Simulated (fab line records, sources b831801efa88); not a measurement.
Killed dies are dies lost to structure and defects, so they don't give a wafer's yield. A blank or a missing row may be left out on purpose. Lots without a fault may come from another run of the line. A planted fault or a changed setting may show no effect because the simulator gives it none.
Problem report in the 8D (eight disciplines) form, filled by code | flow gf180mcu | the parts of the form that need people (team, actions taken, sign-off) are left out

1. THE PROBLEM
SALICIDE_TIN_RS at GF_SALICIDE_RS_MEAS_04 reads a mean of 12.63 ohm/sq on 1 wafer of 1 lot; wafers without a fault read 16.54 ohm/sq with a standard deviation of 0.28. That is -14 standard deviations from the usual mean.
The step: measures by four-point-probe.
First seen on wafer L263.1, day 18 15:43, on film_metro-03. The record holds 39 wafers of 13 lots with a number at this step. Rule for "out", or "out of limits": more than 4 standard deviations from the usual mean. The other wafers with a number count as sound.

2. WHAT IT IS AND WHAT IT IS NOT
question                    | is                | is not
which readings at this step | SALICIDE_TIN_RS   | -
which lots                  | L263              | L254, L255, L256, L257, L258, L260, L261, L262, L273, L274, L275, L276
which wafers of those lots  | L263.1            | L263.2, L263.6
read on which gauges        | film_metro-03     | film_metro-01, film_metro-04
when                        | from day 18 15:43 | up to then (26 sound wafers); but 12 sound wafers of L273, L274, L275, L276 came after

3. SUSPECTS, AND WHAT RULES EACH OUT
Counting: a tool at a process step up to the reading stays a suspect if it ran every lot that is out. Sound lots after the first of them don't rule it out here, since some wafers of a struck lot are sound.
- the gauge at GF_SALICIDE_RS_MEAS_04: kept. All the wafers that are out were read on film_metro-03, and no step on other tools shows them out.
- plasma_asher-03 at GF_NSD_STRIP_11 (strips in O2/N2): kept. It ran the lot that is out, L263 (day 16 16:20); its last sound lot up to then is L261 (day 16 02:18).
- pvd_sputter-02 at GF_SALICIDE_SPUTTER_02 (material Co, target thk 10 nm, time 20 s): kept. It ran the lot that is out, L263 (day 18 15:40); its last sound lot up to then is L262 (day 18 06:48).
Left after counting: plasma_asher-03 at GF_NSD_STRIP_11, pvd_sputter-02 at GF_SALICIDE_SPUTTER_02, film_metro-03 at GF_SALICIDE_RS_MEAS_04.

4. THE CAUSE (what the simulator had put in)
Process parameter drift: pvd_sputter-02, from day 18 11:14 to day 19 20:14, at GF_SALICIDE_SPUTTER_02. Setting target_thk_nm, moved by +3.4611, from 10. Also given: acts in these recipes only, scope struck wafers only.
Counting left 3 suspects, and this tool is among them.

5. THE CHAIN OF EFFECTS, in route order
Each row: a reading whose mean over the struck wafers that have a number lies more than 3 standard deviations from the usual. Only readings for which the record gives a usual standard deviation are gone through. hours: the time from each lot's start at the first step in this table that gives one to its start at this step, as a median over the lots. sigmas: the change in usual standard deviations.
hours | step                   | reading         | usual        | on struck wafers | change | sigmas
0     | GF_SALICIDE_RS_MEAS_04 | SALICIDE_TIN_RS | 16.54 ohm/sq | 12.63            | -3.91  | -14

6. WHAT WOULD HAVE CAUGHT IT SOONER
In this record the first reading out of limits at a measuring or inspecting step was taken at day 18 15:43, 4 hours after the fault began at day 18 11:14.
Of the tool readings at GF_SALICIDE_SPUTTER_02 for which the record gives a usual standard deviation, none was out on any struck wafer, so an alarm limit of 4 standard deviations on them would not have fired.
All the lots that are out (1) had begun GF_SALICIDE_SPUTTER_02 on pvd_sputter-02 by day 18 15:43. A hold on the tool at that time would have spared none of them.
